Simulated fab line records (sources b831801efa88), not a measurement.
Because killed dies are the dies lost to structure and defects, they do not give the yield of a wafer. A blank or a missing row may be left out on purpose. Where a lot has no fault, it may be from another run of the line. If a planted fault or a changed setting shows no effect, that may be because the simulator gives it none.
Chamber matching || flow gf180mcu || rieDiel-03 running GF_SAB_ETCH_11: 4 sister chambers
The step etches SiO2 in C4F8/O2/Ar, target depth 55 nm, time 8.5 s. 4 wafers are shown with their chamber, then 7 later ones without.

== WAFERS PAIRED WITH THEIR CHAMBERS ==
{"wafer": "L086.2", "chamber": 0, "oesProductAu (a.u.)": 1.017}
{"wafer": "L086.6", "chamber": 3, "oesProductAu (a.u.)": 0.995}
{"wafer": "L093.1", "chamber": 2, "oesProductAu (a.u.)": 1.022}
{"wafer": "L093.5", "chamber": 1, "oesProductAu (a.u.)": 0.981}

== WAFERS WITH NO CHAMBER GIVEN ==
{"wafer": "L093.6", "oesProductAu (a.u.)": 1.014}
{"wafer": "L095.1", "oesProductAu (a.u.)": 0.977}
{"wafer": "L095.4", "oesProductAu (a.u.)": 1.008}
{"wafer": "L095.5", "oesProductAu (a.u.)": 1.013}
{"wafer": "L096.1", "oesProductAu (a.u.)": 1.002}
{"wafer": "L096.3", "oesProductAu (a.u.)": 1.010}
{"wafer": "L096.5", "oesProductAu (a.u.)": 1.003}

== EACH ONE'S CHAMBER ==
{"wafer": "L093.6", "from the rows above": "can't be placed: 0 or 2", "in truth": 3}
{"wafer": "L095.1", "from the rows above": 1, "in truth": 1}
{"wafer": "L095.4", "from the rows above": "can't be placed: 0 or 3 or 2", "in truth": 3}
{"wafer": "L095.5", "from the rows above": "can't be placed: 0 or 2", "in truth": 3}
{"wafer": "L096.1", "from the rows above": "can't be placed: 3 or 0", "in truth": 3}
{"wafer": "L096.3", "from the rows above": "can't be placed: 0 or 2 or 3", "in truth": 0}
{"wafer": "L096.5", "from the rows above": "can't be placed: 3 or 0 or 2", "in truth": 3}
Correctly placed: 1 of 7. These rows do not allow placing 6 (true chamber among the candidates in 4). Number placed wrongly: 0.
How it was worked out, from the rows above alone: a wafer's distance from a chamber is the root of the sum, over the readings, of the square of ((its reading less the chamber's mean) divided by the reading's scatter). If the next closest chamber is less than 2 further off than the closest, the wafer can't be placed; otherwise it belongs to the closest. Each chamber's mean is taken over the wafers shown for it. The scatter (one wafer shown for each chamber): square how far every hidden wafer sits from the nearest shown wafer, average those squares and take the square root.
